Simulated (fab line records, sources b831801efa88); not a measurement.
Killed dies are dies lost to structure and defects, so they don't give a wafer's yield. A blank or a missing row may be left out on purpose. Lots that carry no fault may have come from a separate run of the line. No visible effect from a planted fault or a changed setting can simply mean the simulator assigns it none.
Lot-split experiment | flow sky130 | 5 lots, 23 wafers read, on a route of 708 steps

== ABOUT THE SPLIT ==
At SKY_VIA4_CVD_18 (deposits W, target thk 505 nm, time 152.14 s), the setting temp_c was moved away from the recipe's 400 C on 7 of the 23 wafers read, by -2.3% to +1.3%. The other wafers ran this setting at the recipe's value.

== THE PATH FROM SPLIT TO READING: the file shows 1 step between them ==
- SKY_VIA4_RS_MEAS_19: measures by four-point-probe

== THE READING ==
VIA4_W_THK, in nm, at SKY_VIA4_THK_MEAS_20 (measures by xrf). A value of 504 nm with a standard deviation of 7.4 nm is what fault-free wafers of this fab line usually give.

wafer  | tool, chamber at the split | temp_c as run, C | against the recipe | VIA4_W_THK, nm | against lot-mates on the recipe
L074.1 | cvd_w-01, 1                | 400              | recipe             | 505            | -
L074.4 | cvd_w-01, 1                | 400              | recipe             | 508            | -
L074.5 | cvd_w-01, 0                | 400              | recipe             | 505            | -
L078.1 | cvd_w-02, 1                | 400              | recipe             | 519            | -
L078.2 | cvd_w-02, 0                | 405.2            | +1.3%              | 552            | +42
L078.3 | cvd_w-02, 0                | 400              | recipe             | 500            | -
L078.4 | cvd_w-02, 1                | 405.2            | +1.3%              | 558            | +48
L078.5 | cvd_w-02, 1                | 400              | recipe             | 512            | -
L075.1 | cvd_w-02, 0                | 405.1            | +1.3%              | 534            | +32
L075.2 | cvd_w-02, 1                | 400              | recipe             | 507            | -
L075.3 | cvd_w-02, 0                | 405.1            | +1.3%              | 535            | +34
L075.4 | cvd_w-02, 1                | 400              | recipe             | 496            | -
L075.5 | cvd_w-02, 1                | 405.1            | +1.3%              | 556            | +54
L080.1 | cvd_w-01, 0                | 390.7            | -2.3%              | 420            | -83
L080.2 | cvd_w-01, 1                | 400              | recipe             | 506            | -
L080.3 | cvd_w-01, 1                | 400              | recipe             | 502            | -
L080.5 | cvd_w-01, 0                | 400              | recipe             | 501            | -
L080.6 | cvd_w-01, 1                | 390.7            | -2.3%              | 433            | -70
L084.1 | cvd_w-02, 0                | 400              | recipe             | 503            | -
L084.3 | cvd_w-02, 1                | 400              | recipe             | 511            | -
L084.4 | cvd_w-02, 0                | 400              | recipe             | 493            | -
L084.5 | cvd_w-02, 0                | 400              | recipe             | 501            | -
L084.6 | cvd_w-02, 1                | 400              | recipe             | 515            | -

THE FIT
A straight line over all 23 wafers: VIA4_W_THK changes by +33.3 nm for each +1% of temp_c; r = +0.97; the points scatter about the line by 7.8 nm.
The same after taking each lot's own level away (the mean of its wafers on the recipe; 23 wafers): +32.8 nm for each +1%; r = +0.98; scatter 6.9 nm.
That fit puts the effect of the largest move of temp_c on the reading at 76 nm.
From 501.5 to 510.3 nm: that is the span of the lots' own levels, equal to 1.2 times the standard deviation above.
The two slopes are in agreement: the lot-to-lot level therefore moves the slope only a little.
Check: -72.8 nm against its lot-mates is what the line predicts for one of the wafers moved furthest among these (-2.3%) when that wafer is left out of the fit. Against them it came out at -83 nm.

== OTHER SPLITS APPLIED TO THESE WAFERS ==
Note: prior to the reading, these wafers also went through further splits. Each is held against what the fit with the lots' levels taken away leaves over:
other split on the same wafers          | wafers away from the commonest value | r with VIA4_W_THK (lot level and that fit taken away)
SKY_METAL4_COAT_08 spin_rpm             | 7                                    | +0.07
SKY_METAL4_SOFTBAKE_09 temp_c           | 7                                    | -0.27
SKY_VIA4_SPUTTER_17 chamber_pressure_pa | 18                                   | +0.01

== THE WHOLE CHAIN: every reading that the file lists as answering this split, in the file's order ==
step                 | what it does                                 | reading                                                                  | change (the file's fit)              | r (the file's)
SKY_VIA4_CVD_18      | deposits W, target thk 505 nm, time 152.14 s | W_of_VIA4_CVD_18.thk_nm (the simulator's own value, which no gauge read) | +32.8 nm for each +1% of the setting | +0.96
SKY_VIA4_RS_MEAS_19  | measures by four-point-probe                 | VIA4_W_RS                                                                | -0.0161 for each +1% of the setting  | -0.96
SKY_VIA4_THK_MEAS_20 | measures by xrf                              | VIA4_W_THK                                                               | +32.8 for each +1% of the setting    | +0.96

== FILE'S OWN FIT ==
VIA4_W_THK changes by +32.8 nm for each +1% of temp_c, r = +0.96.
